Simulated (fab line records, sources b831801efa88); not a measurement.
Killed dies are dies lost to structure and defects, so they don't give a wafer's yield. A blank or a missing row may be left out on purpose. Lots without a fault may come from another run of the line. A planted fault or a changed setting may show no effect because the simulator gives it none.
A struck lot beside a sound one | flow sky130 | 17 steps out of a route of 708
Sound: wafers L362.3, L362.4, L362.6. Struck: wafers L354.2, L354.3, L354.4. The cause comes at the end.
At each step with rows: each side's tool, then ch and its chambers, then its first start. Under that, the readings that differ: sound wafers | struck wafers | difference of the means | sigmas: that difference in standard deviations of wafers without a fault.
alike: readings whose means differ by less than 2 such deviations, and words and numbers that are the same on both sides. not compared: withheld readings, readings that some wafer has no value for, bounds like >300 that may hide the same value, and numbers for which the record gives no deviation and whose values overlap.
The two part at a step that has a row with sigmas, a row that says differs or no value, or rows on one side only. Numbers that don't overlap but have no deviation are shown without sigmas and don't part them. A reading that every wafer of one side lacks parts them only if that side has two wafers or more.

first, 5 steps without rows for these wafers: SKY_SD_N_COAT_02 (resist thk 1140 nm); SKY_SD_N_SOFTBAKE_03 (time 60 s); SKY_SD_N_EXPOSE_04 (exposes mask NSDM, target cd 380 nm); SKY_SD_N_PEB_05; SKY_SD_N_DEVELOP_06 (develop time 60 s).
SKY_SD_N_CD_MEAS_07: target cd 380 nm.
  sound on cd_sem-02, day 34 02:52; struck on cd_sem-01, day 31 20:05
  alike: cd_nm
SKY_SD_N_OVL_MEAS_08:
  sound on overlay-02, day 34 02:57; struck on overlay-02, day 31 20:11
  alike: SD_N_OVL
then, 2 steps without rows for these wafers: SKY_SD_N_IMPLANT_09; SKY_SD_N_IMPLANT_10.
SKY_SD_N_STRIP_11: strips in O2/N2.
  sound on plasma_asher-01 ch 0,1, day 34 03:19; struck on plasma_asher-01 ch 0,1, day 31 20:49
  alike: drypump_motor_current_A, n2_flow_sccm, oes_product_au, strip_time_to_endpoint_s
  not compared: rf_hours_counter_h
SKY_SD_N_TW_MEAS_12:
  sound on film_metro-02, day 34 03:23; struck on film_metro-01, day 31 20:56
  alike: SD_N_TW
then, 1 step without rows for these wafers: SKY_SD_N_CLEAN_13 (cleans in SC1/SC2, time 150 s).
SKY_SD_N_RTA_14: time 2 s.
  sound on rtp_anneal-01 ch 0, day 34 03:30; struck on rtp_anneal-01 ch 0, day 31 21:02
  alike: lamp_power_pct, wafer_temp_C_max
SKY_SD_N_RS_MEAS_16: measures by four-point-probe.
  sound on film_metro-01, day 34 03:42; struck on film_metro-02, day 31 21:13
  reading          | sound             | struck            | difference | sigmas
  SD_N_RS (ohm/sq) | 68.67 68.20 68.41 | 71.30 71.33 71.41 | +2.92      | +24
SKY_SD_N_RS_MEAS_17: measures by four-point-probe.
  sound on film_metro-01, day 34 03:49; struck on film_metro-02, day 31 21:20
  reading          | sound             | struck            | difference | sigmas
  SD_P_RS (ohm/sq) | 147.2 146.6 146.7 | 162.6 162.2 162.4 | +15.6      | +47
SKY_SD_N_RS_MEAS_18: measures by four-point-probe.
  sound on film_metro-01, day 34 03:56; struck on film_metro-02, day 31 21:28
  alike: RES_XHIGH_RS
-- the record jumps here: 17 days lie between the struck wafers' starts before and after (it left off in module SD_N and takes up again in module PAD_OPEN, whose first step shown is number 708 of the route) --
SKY_PAD_OPEN_PROBE_99:
  sound on prober-01, day 50 04:17; struck on prober-01, day 48 14:52
  reading                                            | sound             | struck            | difference | sigmas
  model.etest.res_xhigh_po.line_ohm_um               | 5672 5644 5697    | 6542 6544 6469    | +847       |
  model.etest.res_xhigh_po.rs_ohm_sq_rim_less_centre | 69.04 59.57 66.45 | 609.6 599.9 619.6 | +544.7     |
  model.etest.res_xhigh_po.rs_ohm_sq_range           | 121.4 115.8 98.33 | 649 629.4 644.7   | +529       |
  model.etest.res_xhigh_po.rs_ohm_sq                 | 1991 2024 2000    | 2314 2259 2249    | +269       |
  model.etest.pfet_01v8.r_on_ohm_um                  | 2952 2917 2891    | 3248 3197 3112    | +266       |
  model.etest.tip_p.rs_ohm_sq                        | 6885 6884 6876    | 7021 7044 7039    | +153       |
  model.etest.res_pdiff.line_ohm_um                  | 1391 1382 1410    | 1469 1509 1494    | +96        |
  alike: killed_at_M0_to_M3, killed_at_M4_up, killed_at_contacts, killed_at_front_end, killed_at_other, killed_dies, killed_open, killed_short
  not compared: model.etest.tip_p.rs_ohm_sq_rim_less_centre

WHERE THEY PART
First at SKY_SD_N_RS_MEAS_16; last, within this record, at SKY_SD_N_RS_MEAS_17. Later steps at which nothing parts them and some readings are alike: SKY_SD_N_RS_MEAS_18, SKY_PAD_OPEN_PROBE_99.

WHY: what the simulator had put in
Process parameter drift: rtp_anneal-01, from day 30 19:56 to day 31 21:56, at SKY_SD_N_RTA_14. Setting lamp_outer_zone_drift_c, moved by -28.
